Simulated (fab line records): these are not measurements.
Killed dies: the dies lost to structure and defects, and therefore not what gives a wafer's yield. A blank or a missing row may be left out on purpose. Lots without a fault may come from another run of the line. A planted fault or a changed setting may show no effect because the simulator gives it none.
Comparing a struck lot with a sound one	flow sky130	23 steps out of a route of 708
Sound: wafers L860.1, L860.5, L860.6. Struck: wafer L866.2. (L866.5, L866.6 of the same lot were not struck and are left out.) The cause comes at the end.
Per side, at each step with rows, come the tool, then ch with its chambers, and then its first start. Under that, the readings that differ: sound wafers	struck wafers	difference of the means	sigmas: that difference in standard deviations of wafers without a fault.
alike: readings whose means differ by less than 2 such deviations, and words and numbers that are the same on both sides. not compared: withheld readings, readings that some wafer has no value for, bounds like >300 that may hide the same value, and numbers for which the record gives no deviation and whose values overlap.
Wherever a step has rows on one side only, a row that says differs or no value, or a row with sigmas, the two part there. Non-overlapping numbers with no deviation appear without sigmas and do not part them. A reading missing from all wafers of one side parts the sides only when that side holds two or more wafers.

first, 1 step without rows for these wafers: SKY_CAP2M_DEVELOP_11 (develop time 60 s).
SKY_CAP2M_OVL_MEAS_12:
  sound on overlay-01 at day 42 04:43; struck on overlay-02 at day 43 16:01
  alike: CAP2M_OVL
SKY_CAP2M_METAL_ETCH_13: etches TiN in Cl2/BCl3, stops on SiO2, target depth 220 nm, time 62.9 s.
  sound on rie_metal-04 ch 0,1, day 42 04:44; struck on rie_metal-03 ch 0, day 43 16:02
reading	sound	struck	difference	sigmas
oes_product_au (a.u.)	0.954 0.947 0.956	0.934	-0.018	-2
  alike: drypump_motor_current_A, throttle_valve_pct
  not compared: rf_hours_counter_h
SKY_CAP2M_STRIP_14: strips in O2/N2.
  sound on plasma_asher-03 ch 0,1, day 42 04:49; struck on plasma_asher-02 ch 1, day 43 16:07
  alike: drypump_motor_current_A, oes_product_au, strip_time_to_endpoint_s
  not compared: rf_hours_counter_h
then, 8 steps without rows for these wafers: SKY_CAP2M_STRIP_15 (strips in post etch residue remover, time 1200 s); SKY_CAP2M_CLEAN_16 (cleans in IPA, time 180 s); SKY_CAP2M_CLEAN_17 (cleans in O3/DIW); SKY_METAL4_DEHYDRATE_05 (time 60 s); SKY_METAL4_HMDS_06 (prime time 60 s); SKY_METAL4_COAT_07 (resist thk 60 nm); SKY_METAL4_COAT_08 (resist thk 1140 nm); SKY_METAL4_SOFTBAKE_09 (time 90 s).
SKY_METAL4_EXPOSE_10: exposes mask MM4, target cd 300 nm.
  sound on krf_scanner-02 ch 0, day 42 16:41; struck on krf_scanner-02 ch 0, day 44 02:20
  alike: mask
then, 2 steps without rows for these wafers: SKY_METAL4_PEB_11; SKY_METAL4_DEVELOP_12 (develop time 60 s).
SKY_METAL4_CD_MEAS_13: the cd target is 300 nm.
  sound on cd_sem-01 at day 43 02:29; struck on cd_sem-02 at day 44 11:25
reading	sound	struck	difference	sigmas
cd_nm (nm)	297.5 297.3 297.5	285.0	-12.4	-8
SKY_METAL4_OVL_MEAS_14:
  sound on overlay-02 at day 43 02:37; struck on overlay-02 at day 44 11:31
  alike: METAL4_OVL
SKY_METAL4_DESCUM_15: chemistry O2, time 8 s.
  sound on rie_metal-04 ch 0,1, day 43 02:38; struck on rie_metal-03 ch 0, day 44 11:32
reading	sound	struck	difference	sigmas
model.METAL4.cd_nm (nm)	297.3 297.6 297.1	284.9	-12.4	
  alike: drypump_motor_current_A, oes_product_au
  not compared: rf_hours_counter_h
SKY_METAL4_ETCH_16: etches BARC in N2/H2, stops on SiO2, time 88.2 s, target depth 60 nm.
  sound on rie_metal-04 ch 0,1, day 43 02:40; struck on rie_metal-03 ch 0, day 44 11:34
  alike: drypump_motor_current_A, oes_product_au, throttle_valve_pct
  not compared: rf_hours_counter_h
SKY_METAL4_ETCH_17: etches SiO2 in C4F8/O2/Ar, stops on TiN, time 3.9 s, target depth 15 nm.
  sound on rie_diel-02 ch 0,3, day 43 02:46; struck on rie_diel-04 ch 3, day 44 11:40
reading	sound	struck	difference	sigmas
oes_product_au (a.u.)	0.755 0.749 0.760	0.736	-0.019	-3
  not compared: rf_hours_counter_h
SKY_METAL4_METAL_ETCH_18: etches the open film in Cl2/BCl3, stops on SiO2, target depth 845 nm, time 183.1 s.
  sound on rie_metal-03 ch 0,1, day 43 02:47; struck on rie_metal-02 ch 1, day 44 11:41
reading	sound	struck	difference	sigmas
drypump_motor_current_A (A)	5.3 4.9 5.3	6.1	+0.9	+2
model.METAL4.cd_nm (nm)	286.3 299 283.9	282	-8	
  alike: oes_product_au, throttle_valve_pct
  not compared: rf_hours_counter_h
SKY_METAL4_STRIP_19: strips in O2/N2.
  sound on plasma_asher-03 ch 0,1, day 43 02:58; struck on plasma_asher-04 ch 1, day 44 11:52
  alike: drypump_motor_current_A, oes_product_au, strip_time_to_endpoint_s
  not compared: rf_hours_counter_h
-- the record jumps here: 4 days lie between the struck wafers' starts before and after (it left off in module METAL4 and takes up again in module PAD_OPEN, whose first step shown is number 708 of the route) --
SKY_PAD_OPEN_PROBE_99:
  sound on prober-01 at day 46 22:02; struck on prober-01 at day 48 06:55
reading	sound	struck	difference	sigmas
killed_at_M4_up	2 5 3	7	+4	+2
model.etest.met4.width_nm (nm)	289.6 299.6 282.8	278.4	-12.3	
model.etest.met4.line_ohm_um	0.1501 0.1443 0.1525	0.1546	+0.0056	
  alike: defect_limited_yield, killed_at_M0_to_M3, killed_at_contacts, killed_at_front_end, killed_at_other, killed_dies, killed_open, killed_short, sort_bin_3_pad_short, sort_bin_5_function, sort_bin_6_memory, sort_n_pass, sort_yield_pct

WHERE THEY PART
At SKY_CAP2M_METAL_ETCH_13 first; at SKY_PAD_OPEN_PROBE_99 last (within this record only).

WHY: what had been put in by the simulator
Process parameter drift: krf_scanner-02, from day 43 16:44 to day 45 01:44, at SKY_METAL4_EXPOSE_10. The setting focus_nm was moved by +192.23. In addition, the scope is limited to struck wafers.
